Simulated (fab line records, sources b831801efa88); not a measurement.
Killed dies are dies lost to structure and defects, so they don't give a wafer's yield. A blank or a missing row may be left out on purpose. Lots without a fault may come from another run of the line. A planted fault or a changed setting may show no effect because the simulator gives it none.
Which tool did it? | flow gf180mcu | 7 lots, 21 wafers sampled, at 2 steps of a route of 602

WHAT THE GAUGES READ, wafer by wafer
GF_V3_OVL_MEAS_15.
lot  | measured     | on         | V3_OVL (nm)
L533 | day 22 16:56 | overlay-02 | 2 3 4
L535 | day 23 05:06 | overlay-02 | 14 4 2
L537 | day 24 06:34 | overlay-01 | 7 10 3
L539 | day 24 18:55 | overlay-01 | 2 7 -3
L547 | day 27 19:16 | overlay-01 | 9 7 8
L551 | day 28 14:23 | overlay-02 | 0 1 2
L553 | day 29 05:40 | overlay-01 | 2 3 1

WHICH TOOL RAN EACH LOT (tool, then ch and the chambers of the sampled wafers, then the start)
lot  | GF_STI_CVD_23
L533 | hdpcvd-02 ch 1,2, day 2 08:39
L535 | hdpcvd-02 ch 0,2, day 2 18:41
L537 | hdpcvd-02 ch 0,1,2, day 3 04:47
L539 | hdpcvd-01 ch 0,1,2, day 3 15:01
L547 | hdpcvd-01 ch 0,1, day 5 11:42
L551 | hdpcvd-02 ch 0,1,2, day 6 05:49
L553 | hdpcvd-01 ch 0,1, day 6 18:19
- GF_STI_CVD_23: deposits SiO2, target thk 650 nm, time 108.3 s.

THE ANSWER, worked out from the rows above alone
Rule: what is usual is taken from the lots themselves. Put in order of their means at a reading, lots are off if they are a third of the lots or fewer, leave a main group of 4 or more, and stand apart from it by a gap of 3 or more times the standard deviation of the main group's means; of several such gaps the widest counts. A main group whose means are all the same, to the digits that the tables above print for the reading, isn't used. A lot without any number at a reading at which 4 lots or more have one is off too. The other lots that the step has rows for count as sound.
No lot is off at any reading shown: from this, nothing can be told.

WHAT THE SIMULATOR HAD PUT IN
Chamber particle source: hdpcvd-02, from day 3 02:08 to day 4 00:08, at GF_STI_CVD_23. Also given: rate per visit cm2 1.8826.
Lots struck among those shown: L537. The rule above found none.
